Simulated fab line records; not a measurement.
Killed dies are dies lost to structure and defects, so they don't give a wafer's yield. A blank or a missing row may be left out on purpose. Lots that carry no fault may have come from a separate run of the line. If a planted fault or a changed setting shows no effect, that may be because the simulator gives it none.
Comparing a struck lot with a sound one ; flow sky130 ; 21 out of 708 route steps
Sound: wafers L126.2, L126.3, L126.6. Struck: wafers L129.1, L129.2 (left out: L129.6, a lot-mate that was not struck); the cause follows at the end.
Each step with rows lists, per side, the tool, then ch with its chambers, then its first start. Under that, the readings that differ: sound wafers ; struck wafers ; difference of the means ; sigmas: that difference in standard deviations of wafers without a fault.
alike: a reading whose means differ by less than 2 such deviations, as well as words and numbers matching on both sides. not compared: withheld readings; readings where some wafer has no value; bounds like >300 that might hide an equal value; numbers whose values overlap and for which the record gives no deviation.
Wherever a step has rows on one side only, a row that says differs or no value, or a row with sigmas, the two part there. When numbers do not overlap yet have no deviation, they are printed without sigmas and do not part them. Lack of a reading on every wafer of one side parts them only where that side has two or more wafers.

first, 4 steps without rows for these wafers: SKY_METAL3_STRIP_20 (strips in post etch residue remover, time 1200 s); SKY_METAL3_CLEAN_21 (cleans in IPA, time 180 s); SKY_METAL3_CLEAN_22 (cleans in O3/DIW); SKY_VIA3_HDPCVD_00 (deposits SiO2, target thk 1635 nm, time 272.5 s).
SKY_VIA3_THK_MEAS_01:
  sound: filmMetro-02 at day 41 01:46; struck: filmMetro-02 at day 41 18:37
  alike: VIA3_HDPCVD_THK
SKY_VIA3_CMP_02: polishes SiO2.
  sound on cmp-02 ch 1,3, day 41 01:52; struck on cmp-02 ch 1,2, day 41 18:41
  alike: edgeZonePressureFrac, motorCurrentA
SKY_VIA3_BOW_MEAS_03:
  sound: filmMetro-03 at day 41 02:08; struck: filmMetro-03 at day 41 18:59
  alike: VIA3_BOW
then, 5 steps without rows for these wafers: SKY_VIA3_DEHYDRATE_04 (time 60 s); SKY_VIA3_HMDS_05 (prime time 60 s); SKY_VIA3_COAT_06 (resist thk 60 nm); SKY_VIA3_COAT_07 (resist thk 450 nm); SKY_VIA3_SOFTBAKE_08 (time 90 s).
SKY_VIA3_EXPOSE_09: exposes mask VIM3, target cd 200 nm.
  sound on krfScanner-02 ch 0, day 41 14:29; struck on krfScanner-02 ch 0, day 42 06:56
  alike: mask, reticleTempC
then, 2 steps without rows for these wafers: SKY_VIA3_PEB_10; SKY_VIA3_DEVELOP_11 (develop time 60 s).
SKY_VIA3_CD_MEAS_12 targets a cd of 200 nm.
  sound: cdSem-01 at day 42 01:50; struck: cdSem-01 at day 42 19:13
reading;sound;struck;difference;sigmas
cdNm (nm);199.2 199.6 200.2;159.2 158.8;-40.7;-34
SKY_VIA3_OVL_MEAS_13:
  sound: overlay-01 at day 42 01:56; struck: overlay-02 at day 42 19:20
reading;sound;struck;difference;sigmas
VIA3_OVL (nm);-2 0 -3;13 14;+15;+2
SKY_VIA3_ETCH_14: etches BARC in N2/H2, stops on SiO2, time 45.9 s, target depth 60 nm.
  sound on rieDiel-03 ch 1,3, day 42 01:58; struck on rieDiel-01 ch 1,2, day 42 19:22
reading;sound;struck;difference;sigmas
model.VIA3.cdNm (nm);199.6 199 200.1;160.1 158.9;-40.1;
  alike: drypumpMotorCurrentA, n2FlowSccm, oesProductAu, throttleValvePct
  not compared: rfHoursCounterH
SKY_VIA3_ETCH_15: etches SiO2 in C4F8/O2/Ar, stops on TiN, target depth 507 nm, time 78 s.
  sound on rieDiel-03 ch 1,3, day 42 02:00; struck on rieDiel-01 ch 1,2, day 42 19:25
reading;sound;struck;difference;sigmas
model.VIA3.cdNm (nm);199.7 194.8 199.4;158 156.7;-41;
  alike: oesProductAu
SKY_VIA3_STRIP_16: strips in O2/N2.
  sound on plasmaAsher-01 ch 0,1, day 42 02:04; struck on plasmaAsher-03 ch 0,1, day 42 19:28
  alike: drypumpMotorCurrentA, n2FlowSccm, o2FlowSccm, oesProductAu, stripTimeToEndpointS
  not compared: rfHoursCounterH
-- the record jumps here: 6 days lie between the struck wafers' starts before and after (it left off in module VIA3 and takes up again in module PAD_OPEN, whose first step shown is number 708 of the route) --
SKY_PAD_OPEN_PROBE_99:
  sound: prober-02 at day 47 20:59; struck: prober-01 at day 48 13:17
reading;sound;struck;difference;sigmas
defectLimitedYield (%);85.4 81.9 84.6;19.3 20.5;-64.1;-36
killed_at_M0_to_M3;38 39 37;351 349;+312;+47
killedDies;72 89 76;397 391;+315;+36
killedOnRim;16 21 16;48 40;+26;+6
sort_bin_5_function (%);9.6 9.6 8.9;72.8 72.6;+63.3;+45
sortNPass;420 403 416;95 101;-315;-36
sortYieldPct (%);85.4 81.9 84.6;19.3 20.5;-64.1;-36
  alike: killed_at_M4_up, killedAtContacts, killedAtFrontEnd, killedAtOther, killedOpen, killedShort, sort_bin_3_pad_short, sort_bin_6_memory

WHERE THEY PART
First at SKY_VIA3_CD_MEAS_12; last, within this record, at SKY_PAD_OPEN_PROBE_99.

WHY: the cause the simulator had injected
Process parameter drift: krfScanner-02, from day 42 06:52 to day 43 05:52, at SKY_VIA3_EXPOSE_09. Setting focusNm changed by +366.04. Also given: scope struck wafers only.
